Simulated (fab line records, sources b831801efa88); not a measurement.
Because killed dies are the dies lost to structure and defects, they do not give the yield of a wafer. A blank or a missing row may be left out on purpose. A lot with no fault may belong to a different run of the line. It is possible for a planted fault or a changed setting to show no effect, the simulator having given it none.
Problem report, 8D (eight disciplines) form, completed by code ; flow gf180mcu ; the parts of the form that need people (team, actions taken, sign-off) are left out

== 1. THE PROBLEM ==
Mean NSD_RS at GF_PSD_RS_MEAS_14: 48.16 ohm/sq over 6 wafers in 2 lots; fault-free wafers: 46.17 ohm/sq, standard deviation 0.086. Relative to the usual mean, that is a shift of +23 standard deviations.
The step: measures by four-point-probe.
First seen on wafer L328.1, day 17 04:22, on film metro-02. The record holds 36 wafers of 12 lots with a number at this step. Rule for "out" (also "out of limits"): further than 4 standard deviations from the usual mean. Any other wafer with a number is counted as sound.

== 2. WHAT IT IS, AND WHAT IT ISN'T ==
question;is;is not
which readings at this step;NSD_RS;-
which lots;L328, L329;L321, L323, L324, L333, L334, L337, L338, L339, L341, L342
which wafers of those lots;all that have a number;-
read on which gauges;film metro-01, film metro-02;film metro-03
when;from day 17 04:22;"up to then (9 sound wafers); but 21 sound wafers of L333, L334, L337, L338, L339, L341, L342 came after"

== 3. THE SUSPECTS, EACH WITH WHAT RULES IT OUT ==
Counting: a tool at a process step up to the reading stays a suspect if it ran every lot that is out and no sound lot after the first of them.
- ruled out: the gauge at GF_PSD_RS_MEAS_14. The wafers that are out were read on 2 gauges (film metro-01, film metro-02).
- implanter-01 at GF_NSD_IMPLANT_10: ruled out as a lasting fault. The sound lots L339, L341, L342 went through it after L328, its earliest lot that is out (day 16 05:05).
Left after counting: nothing in the record.

== 4. THE CAUSE (what the simulator had put in) ==
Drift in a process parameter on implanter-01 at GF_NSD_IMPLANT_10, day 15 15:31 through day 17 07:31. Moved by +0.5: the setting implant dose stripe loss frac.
Counting ruled it out, wrongly: the rule takes a fault to strike every lot that its tool runs from its start on, and this one did not.

== 5. SEQUENCE OF EFFECTS, ordered by route ==
One row per reading whose mean, taken over the struck wafers that have a number, lies over 3 standard deviations from the usual. Scope: only readings with a usual standard deviation given in the record; hours: median across lots of the time from each lot's start at the first step in this table that gives one to its start at this step; sigmas: change in usual standard deviations.
hours;step;reading;usual;on struck wafers;change;sigmas
0;GF_NSD_STRIP_11;strip time to endpoint s;22.95 s;22.81;-0.14;-3.3
23;GF_PSD_RS_MEAS_14;NSD_RS;46.17 ohm/sq;48.16;+1.99;+23
It contains these process steps:
- GF_NSD_STRIP_11: strips in O2/N2.

== 6. WHAT WOULD HAVE CAUGHT IT SOONER ==
In this record the first reading out of limits at a measuring or inspecting step was taken at day 17 04:22, 37 hours after the fault began at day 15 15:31.
Tool readings at GF_NSD_IMPLANT_10 with a usual standard deviation given in the record: none out on any struck wafer, hence no alarm at a limit of 4 standard deviations on them.
